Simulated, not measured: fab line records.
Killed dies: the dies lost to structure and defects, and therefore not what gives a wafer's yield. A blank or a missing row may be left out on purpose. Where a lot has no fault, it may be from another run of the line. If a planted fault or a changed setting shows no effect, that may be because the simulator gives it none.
Comparing a struck lot with a sound one	flow sky130	43 out of 708 route steps
Sound: these wafers, L955.2, L955.4, L955.6. Struck: wafer L968.3 (L968.4, L968.5, from the same lot, were not struck and are left out); the cause is given at the end.
Per side, at each step with rows, come the tool, then ch with its chambers, and then its first start. Under that, the readings that differ: sound wafers	struck wafers	difference of the means	sigmas: that difference in standard deviations of wafers without a fault.
alike: a reading whose means differ by less than 2 such deviations, as well as words and numbers matching on both sides. not compared: withheld readings; readings where some wafer has no value; bounds like >300 that might hide an equal value; numbers whose values overlap and for which the record gives no deviation.
The two part at a step that has a row with sigmas, a row that says differs or no value, or rows on one side only. When numbers do not overlap yet have no deviation, they are printed without sigmas and do not part them. A reading that every wafer of one side lacks parts them only if that side has two wafers or more.

SKY_VIA3_CD_MEAS_12: target cd 200 nm.
  sound on cd_sem-01, day 40 03:19; struck on cd_sem-02, day 44 17:18
  alike: cd_nm
SKY_VIA3_OVL_MEAS_13:
  sound on overlay-01, day 40 03:25; struck on overlay-02, day 44 17:23
  alike: VIA3_OVL
then, 1 step without rows for these wafers: SKY_VIA3_ETCH_14 (etches BARC in N2/H2, stops on SiO2, time 45.9 s, target depth 60 nm).
SKY_VIA3_ETCH_15: etches SiO2 in C4F8/O2/Ar, stops on TiN, target depth 507 nm, time 78 s.
  sound on rie_diel-02 ch 1,2,3, day 40 03:29; struck on rie_diel-01 ch 1, day 44 17:28
  alike: oes_product_au
then, 6 steps without rows for these wafers: SKY_VIA3_STRIP_16 (strips in O2/N2); SKY_VIA3_STRIP_17 (strips in post etch residue remover, time 1200 s); SKY_VIA3_CLEAN_18 (cleans in IPA, time 180 s); SKY_VIA3_CLEAN_19 (cleans in O3/DIW); SKY_VIA3_SPUTTER_20 (material TiN, target thk 20 nm, time 80 s); SKY_VIA3_CVD_21 (deposits W, target thk 390 nm, time 117.31 s).
SKY_VIA3_RS_MEAS_22: measures by four-point-probe.
  sound on film_metro-03, day 40 04:21; struck on film_metro-02, day 44 18:20
  alike: VIA3_W_RS
SKY_VIA3_THK_MEAS_23: measures by xrf.
  sound on film_metro-03, day 40 04:28; struck on film_metro-02, day 44 18:26
  alike: VIA3_W_THK
SKY_VIA3_CMP_24: polishes, stops on SiO2, t overpolish 20 s, target thk 0 nm.
  sound on cmp-01 ch 1,2,3, day 40 04:37; struck on cmp-01 ch 1, day 44 18:35
  alike: motor_current_A, overpolish_run_s, retaining_ring_pressure_frac, time_to_endpoint_s
then, 1 step without rows for these wafers: SKY_METAL4_SPUTTER_00 (material Ti, target thk 15 nm, time 10 s).
SKY_METAL4_SPUTTER_01: material TiN, target thk 20 nm, time 16.7 s.
  sound on pvd_sputter-03, day 40 04:50; struck on pvd_sputter-01, day 44 18:48
  alike: throttle_valve_pct
then, 2 steps without rows for these wafers: SKY_METAL4_SPUTTER_02 (material AlCu, target thk 735 nm, time 39.1 s); SKY_METAL4_SPUTTER_03 (material Ti, target thk 5 nm, time 3.3 s).
SKY_METAL4_SPUTTER_04: material TiN, target thk 70 nm, time 58.3 s.
  sound on pvd_sputter-03, day 40 04:55; struck on pvd_sputter-01, day 44 18:53
  alike: throttle_valve_pct
then, 1 step without rows for these wafers: SKY_CAP2M_CVD_00 (deposits SiO2, target thk 15.5 nm).
SKY_CAP2M_THK_MEAS_01:
  sound on film_metro-03, day 40 04:59; struck on film_metro-04, day 44 18:58
reading	sound	struck	difference	sigmas
CAP2M_CVD_00_THK (nm)	15.59 15.91 15.96	15.39	-0.43	-2
SKY_CAP2M_SPUTTER_02: material TiN, target thk 200 nm, time 166.7 s.
  sound on pvd_sputter-01, day 40 05:02; struck on pvd_sputter-03, day 44 19:01
  alike: throttle_valve_pct
SKY_CAP2M_RS_MEAS_03: measures by four-point-probe.
  sound on film_metro-02, day 40 05:10; struck on film_metro-04, day 44 19:11
  alike: CAP2M_TIN_RS
SKY_CAP2M_THK_MEAS_04: measures by xrf.
  sound on film_metro-02, day 40 05:17; struck on film_metro-04, day 44 19:17
  alike: CAP2M_TIN_THK
then, 7 steps without rows for these wafers: SKY_CAP2M_DEHYDRATE_05 (time 60 s); SKY_CAP2M_HMDS_06 (prime time 60 s); SKY_CAP2M_COAT_07 (resist thk 1140 nm); SKY_CAP2M_SOFTBAKE_08 (time 60 s); SKY_CAP2M_EXPOSE_09 (exposes mask CAP2M, target cd 1000 nm); SKY_CAP2M_PEB_10; SKY_CAP2M_DEVELOP_11 (develop time 60 s).
SKY_CAP2M_OVL_MEAS_12:
  sound on overlay-01, day 41 04:47; struck on overlay-01, day 45 16:25
  alike: CAP2M_OVL
SKY_CAP2M_METAL_ETCH_13: etches TiN in Cl2/BCl3, stops on SiO2, target depth 220 nm, time 62.9 s.
  sound on rie_metal-01 ch 0,1, day 41 04:49; struck on rie_metal-04 ch 1, day 45 16:28
  alike: drypump_motor_current_A, oes_product_au, throttle_valve_pct
  not compared: rf_hours_counter_h
then, 10 steps without rows for these wafers: SKY_CAP2M_STRIP_14 (strips in O2/N2); SKY_CAP2M_STRIP_15 (strips in post etch residue remover, time 1200 s); SKY_CAP2M_CLEAN_16 (cleans in IPA, time 180 s); SKY_CAP2M_CLEAN_17 (cleans in O3/DIW); SKY_METAL4_DEHYDRATE_05 (time 60 s); SKY_METAL4_HMDS_06 (prime time 60 s); SKY_METAL4_COAT_07 (resist thk 60 nm); SKY_METAL4_COAT_08 (resist thk 1140 nm); SKY_METAL4_SOFTBAKE_09 (time 90 s); SKY_METAL4_EXPOSE_10 (exposes mask MM4, target cd 300 nm).
-- the record jumps here: 4 days lie between the struck wafers' starts before and after (it left off in module METAL4 and takes up again in module PAD_OPEN, whose first step shown is number 708 of the route) --
SKY_PAD_OPEN_PROBE_99:
  sound on prober-02, day 46 04:10; struck on prober-01, day 50 01:14
reading	sound	struck	difference	sigmas
defect_limited_yield (%)	79.5 81.9 84.1	62.2	-19.6	-11
killed_at_M0_to_M3	49 41 45	138	+93	+15
killed_dies	101 89 78	186	+97	+11
killed_on_rim	17 20 15	35	+18	+5
sort_bin_3_pad_short (%)	0.8 0.8 0.6	1.6	+0.9	+2
sort_bin_5_function (%)	13.0 10.6 9.6	25.4	+14.3	+10
sort_bin_6_memory (%)	6.7 6.7 5.7	10.8	+4.4	+4
sort_n_pass	391 403 414	306	-97	-11
sort_yield_pct (%)	79.5 81.9 84.1	62.2	-19.6	-11
model.etest.tester.sort_n_pass	391 403 414	306	-97	
model.etest.tester.sort_yield_pct (%)	79.47 81.91 84.15	62.2	-19.6	
model.etest.tester.sort_bin_5_pct (%)	13.01 10.57 9.553	25.41	+14.37	
model.etest.tester.sort_bin_6_pct (%)	6.707 6.707 5.691	10.77	+4.40	
model.etest.tester.sort_bin_3_pct (%)	0.813 0.813 0.6098	1.626	+0.881	
  alike: killed_at_M4_up, killed_at_contacts, killed_at_front_end, killed_at_other, killed_open, killed_short

== WHERE THEY PART ==
First at SKY_CAP2M_THK_MEAS_01; last, within this record, at SKY_PAD_OPEN_PROBE_99.

WHY: whatever the simulator had introduced
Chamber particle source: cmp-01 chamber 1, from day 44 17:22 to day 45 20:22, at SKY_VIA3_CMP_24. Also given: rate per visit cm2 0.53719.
